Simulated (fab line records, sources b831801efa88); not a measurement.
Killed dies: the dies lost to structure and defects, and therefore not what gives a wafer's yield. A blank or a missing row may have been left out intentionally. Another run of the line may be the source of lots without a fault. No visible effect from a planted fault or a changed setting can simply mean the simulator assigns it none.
Which tool was responsible? | flow sky130 | 39 wafers from 13 lots sampled at 4 of the route's 708 steps

## WHAT THE GAUGES SHOWED, per wafer
SKY_VIA3_BOW_MEAS_03. Usual: VIA3_BOW gives 79 um (standard deviation 7.2).
lot  | measured     | on            | VIA3_BOW (um) | flag
L286 | day 38 08:56 | film-metro-04 | 79 72 80      |
L287 | day 38 23:08 | film-metro-02 | 80 78 75      |
L288 | day 39 05:13 | film-metro-04 | 79 85 65      |
L292 | day 40 09:14 | film-metro-01 | 78 76 76      |
L295 | day 41 12:16 | film-metro-04 | 71 82 85      |
L297 | day 42 00:04 | film-metro-04 | 84 78 92      |
L298 | day 42 08:55 | film-metro-02 | 72 87 72      |
L299 | day 42 12:18 | film-metro-04 | 76 84 87      |
L300 | day 42 22:34 | film-metro-01 | 81 84 73      |
L301 | day 43 05:52 | film-metro-04 | 85 96 86      |
L304 | day 44 00:59 | film-metro-02 | 75 61 83      |
L308 | day 44 21:46 | film-metro-02 | 83 73 71      |
L309 | day 45 02:14 | film-metro-04 | 73 75 87      |

SKY_VIA3_RS_MEAS_22: measures by four-point-probe. Usual: VIA3_W_RS gives 0.291 ohm/sq (standard deviation 0.004).
lot  | measured     | on            | VIA3_W_RS (ohm/sq)                        | flag
L286 | day 39 10:56 | film-metro-02 | 0.294 0.291 0.288                         |
L287 | day 39 23:58 | film-metro-01 | 0.288 0.295 0.290                         |
L288 | day 40 06:25 | film-metro-02 | 0.289 0.289 0.289                         |
L292 | day 41 10:36 | film-metro-01 | 0.293 0.295 0.290                         |
L295 | day 42 13:19 | film-metro-04 | 0.291 0.284 0.293                         |
L297 | day 43 00:52 | film-metro-04 | 0.287 0.289 0.285                         |
L298 | day 43 09:10 | film-metro-02 | 0.292 0.295 0.289                         |
L299 | day 43 12:20 | film-metro-01 | 56.883 58.319 59.103 56.815 58.424 59.103 | OFF
L300 | day 43 22:18 | film-metro-04 | 59.195 58.225 59.199 59.234 58.266 59.301 | OFF
L301 | day 44 05:46 | film-metro-01 | 58.904 56.293 59.193 58.903 56.473 59.163 | OFF
L304 | day 45 00:44 | film-metro-02 | 0.296 0.291 0.295                         |
L308 | day 45 20:12 | film-metro-04 | 0.295 0.292 0.292                         |
L309 | day 46 00:23 | film-metro-04 | 0.294 0.291 0.291                         |

## TOOL THAT RAN EACH LOT (tool first, then ch and the chambers of the sampled wafers, then the start)
lot  | SKY_CAPM_METAL_ETCH_13            | SKY_VIA3_CVD_21
L286 | rie-metal-01 ch 0,1, day 37 04:09 | cvd-w-01 ch 0,1, day 39 10:47
L287 | rie-metal-04 ch 0,1, day 37 19:16 | cvd-w-01 ch 0,1, day 39 23:51
L288 | rie-metal-04 ch 0, day 37 22:00   | cvd-w-02 ch 1, day 40 06:17
L292 | rie-metal-04 ch 0,1, day 39 06:09 | cvd-w-02 ch 0,1, day 41 10:29
L295 | rie-metal-04 ch 0,1, day 40 10:34 | cvd-w-01 ch 0,1, day 42 13:12
L297 | rie-metal-04 ch 0,1, day 40 21:30 | cvd-w-02 ch 0,1, day 43 00:44
L298 | rie-metal-04 ch 0,1, day 41 06:43 | cvd-w-02 ch 0,1, day 43 09:02
L299 | rie-metal-04 ch 0,1, day 41 09:54 | cvd-w-02 ch 0,1, day 43 12:12
L300 | rie-metal-01 ch 0, day 41 20:48   | cvd-w-02 ch 0,1, day 43 22:10
L301 | rie-metal-03 ch 0,1, day 42 03:21 | cvd-w-02 ch 1, day 44 05:38
L304 | rie-metal-03 ch 0,1, day 42 23:54 | cvd-w-01 ch 0,1, day 45 00:35
L308 | rie-metal-01 ch 0,1, day 43 20:51 | cvd-w-02 ch 0,1, day 45 20:04
L309 | rie-metal-03 ch 1, day 44 01:36   | cvd-w-01 ch 0,1, day 46 00:15
- SKY_CAPM_METAL_ETCH_13: etches TiN in Cl2/BCl3, stops on SiO2, target depth 220 nm, time 62.9 s.
- SKY_VIA3_CVD_21: deposits W, target thk 390 nm, time 117.31 s.

## AS READ BY THE TOOLS THEMSELVES (means over the sampled wafers that have a number; for cases with no such wafer, the mark the record gives instead)
SKY_CAPM_METAL_ETCH_13. Usual: drypump-motor-current-A 5.6 A, standard deviation 0.33; oes-product-au 0.943 a.u., standard deviation 0.0073; throttle-valve-pct 21.901 %, standard deviation 0.0099.
lot  | tool         | drypump-motor-current-A (A) | oes-product-au (a.u.) | throttle-valve-pct (%) | flag
L286 | rie-metal-01 | 5.2                         | 0.940                 | 21.903                 |
L287 | rie-metal-04 | 5.7                         | 0.951                 | 21.891                 |
L288 | rie-metal-04 | 6.2                         | 0.942                 | 21.897                 |
L292 | rie-metal-04 | 5.9                         | 0.940                 | 21.893                 |
L295 | rie-metal-04 | 5.7                         | 0.938                 | 21.891                 |
L297 | rie-metal-04 | 5.7                         | 0.936                 | 21.904                 |
L298 | rie-metal-04 | 5.7                         | 0.938                 | 21.903                 |
L299 | rie-metal-04 | 5.9                         | 0.942                 | 21.902                 |
L300 | rie-metal-01 | 5.1                         | 0.949                 | 21.897                 |
L301 | rie-metal-03 | 5.6                         | 0.948                 | 21.893                 |
L304 | rie-metal-03 | 5.6                         | 0.939                 | 21.908                 |
L308 | rie-metal-01 | 5.1                         | 0.943                 | 21.896                 |
L309 | rie-metal-03 | 5.6                         | 0.954                 | 21.892                 |

SKY_VIA3_CVD_21. Usual: chamber-pressure-Torr 40.00 Torr, standard deviation 0.083; heater-power-outer-w 506 W, standard deviation 19; heater-power-w 832 W, standard deviation 36.
lot  | tool     | chamber-pressure-Torr (Torr) | heater-power-outer-w (W) | heater-power-w (W) | flag
L286 | cvd-w-01 | 39.98                        | 515                      | 820                |
L287 | cvd-w-01 | 39.92                        | 522                      | 851                |
L288 | cvd-w-02 | 40.08                        | 486                      | 795                |
L292 | cvd-w-02 | 40.06                        | 485                      | 820                |
L295 | cvd-w-01 | 40.04                        | 517                      | 831                |
L297 | cvd-w-02 | 39.99                        | 486                      | 817                |
L298 | cvd-w-02 | 39.93                        | 483                      | 800                |
L299 | cvd-w-02 | -                            | -                        | -                  | OFF
L300 | cvd-w-02 | -                            | -                        | -                  | OFF
L301 | cvd-w-02 | -                            | -                        | -                  | OFF
L304 | cvd-w-01 | 40.02                        | 516                      | 820                |
L308 | cvd-w-02 | 39.96                        | 491                      | 823                |
L309 | cvd-w-01 | 40.04                        | 512                      | 838                |

## THE ANSWER, worked out from the rows above alone
Rule: a lot counts as off when the mean over its wafers that have a number is more than 3 standard deviations away from the usual mean. Also off: a lot with no number at a reading for which 4 or more lots have one. Any other lot the step has rows for is counted as sound. First the gauges in route order, then the tools' own readings, where a lot's mean is used as printed above. The first step at which some lot is off is used, and at that step the reading that is off furthest; a lot without a number counts as furthest.
Off: at SKY_VIA3_RS_MEAS_22 (VIA3_W_RS), L299, L300, L301.
If a tool, at a process step before that reading, ran all the lots that are off and no sound lot after the first of them, it fits. Not tried: the gauges at SKY_VIA3_RS_MEAS_22; whatever is off there is also off at SKY_VIA3_CVD_21, on other tools, and gauge error can't account for it. Of those tried, none fits.

## WHAT HAD BEEN PUT IN BY THE SIMULATOR
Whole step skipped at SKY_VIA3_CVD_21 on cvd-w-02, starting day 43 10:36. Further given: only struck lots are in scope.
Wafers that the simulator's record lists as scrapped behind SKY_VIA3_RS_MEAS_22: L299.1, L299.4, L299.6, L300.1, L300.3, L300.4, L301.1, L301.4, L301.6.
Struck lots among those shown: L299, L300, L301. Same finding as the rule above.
